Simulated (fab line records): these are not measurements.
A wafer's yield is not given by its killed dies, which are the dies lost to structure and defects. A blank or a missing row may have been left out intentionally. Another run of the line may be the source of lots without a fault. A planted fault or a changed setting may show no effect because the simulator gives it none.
The tool behind it: which one? | flow sky130 | 36 wafers from 12 lots sampled at 5 of the route's 708 steps

WHAT THE GAUGES READ, wafer by wafer
SKY_SONOS_ONO_CD_MEAS_13: the cd target is 410 nm.
lot  | measured     | on        | cd nm (nm)
L784 | day 12 14:27 | cd sem-02 | 409.2 408.1 409.6
L785 | day 12 17:34 | cd sem-01 | 409.0 409.2 407.9
L787 | day 13 10:41 | cd sem-02 | 413.4 413.4 412.3
L788 | day 13 20:17 | cd sem-02 | 410.5 410.7 411.2
L791 | day 15 01:13 | cd sem-01 | 412.0 411.2 409.2
L797 | day 18 04:26 | cd sem-01 | 407.4 407.0 407.8
L799 | day 18 09:26 | cd sem-02 | 411.6 410.0 409.8
L800 | day 18 19:31 | cd sem-02 | 410.4 413.4 410.7
L802 | day 19 01:39 | cd sem-02 | 411.0 412.8 412.4
L803 | day 19 11:33 | cd sem-02 | 409.5 407.0 408.1
L804 | day 19 15:10 | cd sem-01 | 406.4 404.4 407.2
L807 | day 20 15:44 | cd sem-02 | 409.6 409.8 408.4

SKY_GATE_OXIDE_TW_MEAS_14.
lot  | measured     | on            | GATE_OXIDE_TW
L784 | day 13 19:13 | film metro-01 | 220.1 220.3 221.6
L785 | day 13 21:37 | film metro-03 | 224.1 223.1 223.7
L787 | day 14 15:08 | film metro-04 | 227.2 227.2 226.9
L788 | day 15 00:52 | film metro-04 | 225.6 226.5 226.8
L791 | day 16 08:08 | film metro-01 | 222.5 223.6 221.3
L797 | day 19 14:13 | film metro-04 | 277.5 278.6 277.9
L799 | day 19 19:17 | film metro-04 | 276.8 278.1 277.1
L800 | day 20 04:02 | film metro-03 | 221.4 222.7 222.2
L802 | day 20 12:35 | film metro-04 | 226.7 226.9 226.4
L803 | day 20 20:05 | film metro-04 | 225.6 225.8 226.2
L804 | day 21 00:25 | film metro-04 | 226.2 227.0 227.5
L807 | day 22 00:51 | film metro-01 | 220.1 221.1 220.9

SKY_POLY_GATE_CD_MEAS_13: the cd target is 150 nm.
lot  | measured     | on        | cd nm (nm)
L784 | day 16 08:12 | cd sem-01 | 148.5 148.5 149.2
L785 | day 16 10:46 | cd sem-01 | 149.7 149.2 149.4
L787 | day 17 07:33 | cd sem-02 | 151.5 151.2 151.7
L788 | day 17 14:32 | cd sem-01 | 150.3 150.1 150.7
L791 | day 19 02:10 | cd sem-02 | 151.1 151.7 151.2
L797 | day 22 07:56 | cd sem-01 | 150.0 151.1 150.3
L799 | day 22 14:12 | cd sem-02 | 150.2 151.2 150.5
L800 | day 22 23:59 | cd sem-01 | 148.5 148.5 150.3
L802 | day 23 06:15 | cd sem-01 | 150.1 150.7 151.0
L803 | day 23 14:34 | cd sem-01 | 151.2 151.0 150.1
L804 | day 23 19:59 | cd sem-01 | 150.4 150.5 150.2
L807 | day 24 17:53 | cd sem-02 | 149.4 150.2 148.5

WHICH TOOL RAN EACH LOT (tool, then ch and the chambers of the sampled wafers, then the start)
lot  | SKY_VT_ADJUST_LVTN_STRIP_20          | SKY_GATE_OXIDE_IMPLANT_11
L784 | plasma asher-04 ch 0,1, day 7 17:14  | implanter-03 ch 0, day 13 18:52
L785 | plasma asher-04 ch 0,1, day 7 21:38  | implanter-03 ch 0, day 13 21:17
L787 | plasma asher-01 ch 0,1, day 8 09:08  | implanter-01 ch 0, day 14 14:47
L788 | plasma asher-01 ch 0,1, day 8 16:23  | implanter-01 ch 0, day 15 00:31
L791 | plasma asher-04 ch 0, day 9 17:05    | implanter-03 ch 0, day 16 07:48
L797 | plasma asher-03 ch 0,1, day 12 07:24 | implanter-02 ch 0, day 19 13:26
L799 | plasma asher-04 ch 0, day 12 11:23   | implanter-02 ch 0, day 19 18:37
L800 | plasma asher-04 ch 0,1, day 12 12:53 | implanter-01 ch 0, day 20 03:41
L802 | plasma asher-03 ch 0,1, day 12 21:32 | implanter-02 ch 0, day 20 12:14
L803 | plasma asher-03 ch 0,1, day 13 09:37 | implanter-01 ch 0, day 20 19:43
L804 | plasma asher-04 ch 0,1, day 13 11:52 | implanter-01 ch 0, day 21 00:06
L807 | plasma asher-04 ch 0,1, day 14 08:15 | implanter-01 ch 0, day 22 00:31
- SKY_VT_ADJUST_LVTN_STRIP_20: strips in O2/N2.
- SKY_GATE_OXIDE_IMPLANT_11

WHAT THE TOOLS THEMSELVES READ (means of the sampled wafers that have a number; where no wafer has one, the mark that the record gives instead)
SKY_VT_ADJUST_LVTN_STRIP_20.
lot  | tool            | drypump motor current A (A) | oes product au (a.u.) | strip time to endpoint s (s)
L784 | plasma asher-04 | 5.2                         | 0.716                 | 14.18
L785 | plasma asher-04 | 5.2                         | 0.711                 | 14.13
L787 | plasma asher-01 | 5.4                         | 0.720                 | 14.21
L788 | plasma asher-01 | 5.5                         | 0.719                 | 14.18
L791 | plasma asher-04 | 5.3                         | 0.710                 | 14.14
L797 | plasma asher-03 | 6.0                         | 0.715                 | 14.07
L799 | plasma asher-04 | 5.4                         | 0.715                 | 14.18
L800 | plasma asher-04 | 5.2                         | 0.714                 | 14.16
L802 | plasma asher-03 | 6.0                         | 0.719                 | 14.13
L803 | plasma asher-03 | 6.0                         | 0.719                 | 14.19
L804 | plasma asher-04 | 5.2                         | 0.713                 | 14.11
L807 | plasma asher-04 | 5.1                         | 0.714                 | 14.10

SKY_GATE_OXIDE_IMPLANT_11.
lot  | tool         | beam on s (s)
L784 | implanter-03 | 9.84
L785 | implanter-03 | 10.13
L787 | implanter-01 | 10.10
L788 | implanter-01 | 10.15
L791 | implanter-03 | 9.94
L797 | implanter-02 | 10.00
L799 | implanter-02 | 9.95
L800 | implanter-01 | 10.18
L802 | implanter-02 | 9.93
L803 | implanter-01 | 10.10
L804 | implanter-01 | 10.06
L807 | implanter-01 | 10.03

THE ANSWER, worked out from the rows above alone
Rule: usual is defined by the lots themselves. Put in order of their means at a reading, lots are off if they are a third of the lots or fewer, leave a main group of 4 or more, and stand apart from it by a gap of 3 or more times the standard deviation of the main group's means; of several such gaps the widest counts. A main group is skipped when, at the precision printed for the reading in the tables above, its means are all equal. A lot without any number at a reading at which 4 lots or more have one is off too. The other lots that the step has rows for count as sound. After the gauges, taken in route order, come the tools' own readings; for these a lot's mean is taken, as printed above. At the first step where some lot is off, the reading lying furthest off is the one used; lots without a number count as furthest.
Off: at SKY_GATE_OXIDE_TW_MEAS_14 (GATE_OXIDE_TW), L797, L799. Main group: mean 224.2, sd 2.5.
If a tool, at a process step before that reading, ran all the lots that are off and no sound lot after the first of them, it fits. Gauges at SKY_GATE_OXIDE_TW_MEAS_14: tried the same way as those tools. No candidate that was tried fits.

WHAT HAD BEEN PUT IN BY THE SIMULATOR
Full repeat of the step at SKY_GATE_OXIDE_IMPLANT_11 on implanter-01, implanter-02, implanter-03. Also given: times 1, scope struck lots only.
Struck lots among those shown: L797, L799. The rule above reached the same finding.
